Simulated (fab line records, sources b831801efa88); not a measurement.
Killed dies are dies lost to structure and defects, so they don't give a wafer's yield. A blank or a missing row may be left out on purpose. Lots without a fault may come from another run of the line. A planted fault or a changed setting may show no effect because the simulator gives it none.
A struck lot beside a sound one | flow gf180mcu | 16 steps out of a route of 602
Sound: wafers L304.2, L304.4, L304.6. Struck: wafers L316.1, L316.3, L316.6. The cause comes at the end.
At each step with rows: each side's tool, then ch and its chambers, then its first start. Under that, the readings that differ: sound wafers | struck wafers | difference of the means | sigmas: that difference in standard deviations of wafers without a fault.
alike: readings whose means differ by less than 2 such deviations, and words and numbers that are the same on both sides. not compared: withheld readings, readings that some wafer has no value for, bounds like >300 that may hide the same value, and numbers for which the record gives no deviation and whose values overlap.
The two part at a step that has a row with sigmas, a row that says differs or no value, or rows on one side only. Numbers that don't overlap but have no deviation are shown without sigmas and don't part them. A reading that every wafer of one side lacks parts them only if that side has two wafers or more.

GF_CONTACT_STRIP_18: strips in O2/N2.
  sound on plasma_asher-03 ch 0, day 19 14:43; struck on plasma_asher-04 ch 0,1, day 23 16:34
  alike: drypump_motor_current_A, heater_power_w, n2_flow_sccm, oes_product_au
  not compared: rf_hours_counter_h
then, 5 steps without rows for these wafers: GF_CONTACT_CLEAN_19 (cleans in SPM); GF_CONTACT_CLEAN_20 (cleans in DIW); GF_CONTACT_CLEAN_21 (cleans in dHF, time 20 s); GF_CONTACT_SPUTTER_22 (material Ti, target thk 15 nm, time 80.02 s); GF_CONTACT_SPUTTER_23 (material TiN, target thk 10 nm, time 40 s).
GF_CONTACT_CVD_24: deposits W, target thk 300 nm, time 90.339 s.
  sound on cvd_w-02 ch 0,1, day 19 15:06; struck on cvd_w-02 ch 0,1, day 23 16:58
  alike: chamber_pressure_Torr, heater_power_w
GF_CONTACT_RS_MEAS_25: measures by four-point-probe.
  sound on film_metro-01, day 19 15:13; struck on film_metro-02, day 23 17:04
  reading               | sound             | struck            | difference | sigmas
  CONTACT_W_RS (ohm/sq) | 0.375 0.377 0.375 | 0.384 0.384 0.384 | +0.008     | +2
GF_CONTACT_THK_MEAS_26: measures by xrf.
  sound on film_metro-01, day 19 15:20; struck on film_metro-02, day 23 17:11
  alike: CONTACT_W_THK
GF_CONTACT_CMP_27: polishes, stops on SiO2, t overpolish 15 s, target thk 0 nm.
  sound on cmp-02 ch 0,1,2, day 19 15:26; struck on cmp-02 ch 0,1,2, day 23 17:18
  alike: motor_current_A, overpolish_run_s, time_to_endpoint_s
GF_M1_SPUTTER_00: material Ti, target thk 37.5 nm, time 150 s.
  sound on pvd_sputter-02, day 19 15:41; struck on pvd_sputter-02, day 23 17:33
  alike: throttle_valve_pct
then, 1 step without rows for these wafers: GF_M1_SPUTTER_01 (material TiN, target thk 30 nm, time 25 s).
GF_M1_SPUTTER_02: material AlCu, target thk 450 nm, time 23.9 s.
  sound on pvd_sputter-02, day 19 15:49; struck on pvd_sputter-02, day 23 17:41
  reading                                 | sound             | struck            | difference | sigmas
  model.AlCu_of_M1_SPUTTER_02.thk_nm (nm) | 451.1 455.3 453.3 | 867.2 867.7 867.6 | +414.3     |
  alike: throttle_valve_pct
GF_M1_SPUTTER_03: material Ti, target thk 10 nm, time 6.7 s.
  sound on pvd_sputter-02, day 19 15:50; struck on pvd_sputter-02, day 23 17:43
  alike: throttle_valve_pct
then, 1 step without rows for these wafers: GF_M1_SPUTTER_04 (material TiN, target thk 50 nm, time 41.7 s).
GF_M1_RS_MEAS_05: measures by four-point-probe.
  sound on film_metro-03, day 19 15:55; struck on film_metro-04, day 23 18:04
  reading             | sound                | struck               | difference | sigmas
  M1_ALCU_RS (ohm/sq) | 0.0693 0.0689 0.0690 | 0.0358 0.0358 0.0359 | -0.0332    | -57
  not compared: hold

WHERE THEY PART
First at GF_CONTACT_RS_MEAS_25; last, within this record, at GF_M1_RS_MEAS_05.

WHY: what the simulator had put in
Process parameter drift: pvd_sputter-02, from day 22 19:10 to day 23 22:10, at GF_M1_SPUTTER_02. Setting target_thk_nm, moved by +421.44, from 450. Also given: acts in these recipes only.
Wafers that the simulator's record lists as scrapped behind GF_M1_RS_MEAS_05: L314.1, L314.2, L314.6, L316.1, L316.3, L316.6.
